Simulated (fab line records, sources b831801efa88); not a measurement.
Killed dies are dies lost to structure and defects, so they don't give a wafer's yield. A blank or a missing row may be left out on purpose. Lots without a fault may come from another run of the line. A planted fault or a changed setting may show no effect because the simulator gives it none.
Chamber matching | flow gf180mcu | GF_CONTACT_CMP_04 on cmp-02: 4 sister chambers
The step polishes SiO2. 18 wafers are shown with their chamber, then 9 later ones without.

WAFERS WITH THEIR CHAMBER
wafer  | chamber | motor_current_A (A) | time_to_endpoint_s (s)
L969.1 | 2       | 12.3                | 102
L969.2 | 0       | 13.4                | 100
L969.4 | 3       | 12.7                | 106
L970.1 | 2       | 12.4                | 95
L970.2 | 3       | 12.6                | 97
L970.3 | 0       | 13.0                | 102
L971.2 | 2       | 12.1                | 106
L971.4 | 1       | 10.5                | 108
L971.5 | 3       | 13.2                | 104
L972.1 | 2       | 12.9                | 103
L972.3 | 3       | 12.7                | 106
L972.4 | 0       | 13.1                | 107
L973.1 | 3       | 13.0                | 101
L973.4 | 1       | 10.4                | 104
L973.6 | 0       | 13.1                | 99
L975.1 | 3       | 12.3                | 101
L975.2 | 0       | 13.5                | 99
L975.6 | 1       | 9.6                 | 111

SIGNATURES (means of the wafers above)
reading            | chamber 0 | chamber 1 | chamber 2 | chamber 3 | scatter within a chamber
motor_current_A    | 13.220    | 10.167    | 12.425    | 12.750    | 0.329
time_to_endpoint_s | 101.40    | 107.67    | 101.50    | 102.50    | 3.75
Rule: a wafer's distance from a chamber is the root of the sum, over the readings, of the square of ((its reading less the chamber's mean) divided by the reading's scatter). The wafer belongs to the nearest chamber; if the next one is less than 2 further off, it can't be placed. The scatter: the root of (the sum of the squares of (reading less its chamber's mean) over the shown wafers, divided by (wafers less chambers)).

WAFERS WITHOUT THEIR CHAMBER
wafer  | motor_current_A (A) | time_to_endpoint_s (s)
L980.1 | 12.2                | 105
L980.3 | 13.4                | 99
L980.5 | 13.3                | 101
L983.2 | 13.0                | 103
L983.3 | 10.3                | 103
L983.4 | 13.1                | 87
L984.3 | 12.6                | 105
L984.4 | 12.4                | 93
L984.6 | 10.4                | 92

WHICH CHAMBER EACH WENT THROUGH
wafer  | from the rows above          | in truth
L980.1 | can't be placed: 2 or 3      | 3
L980.3 | can't be placed: 0 or 3      | 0
L980.5 | can't be placed: 0 or 3      | 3
L983.2 | can't be placed: 3 or 0 or 2 | 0
L983.3 | 1                            | 1
L983.4 | can't be placed: 0 or 3 or 2 | 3
L984.3 | can't be placed: 3 or 2 or 0 | 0
L984.4 | can't be placed: 2 or 3 or 0 | 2
L984.6 | 1                            | 1
Placed correctly: 2 of 9. Can't be placed from these rows: 7 (the true chamber is among the candidates in 7). Placed wrongly: 0.
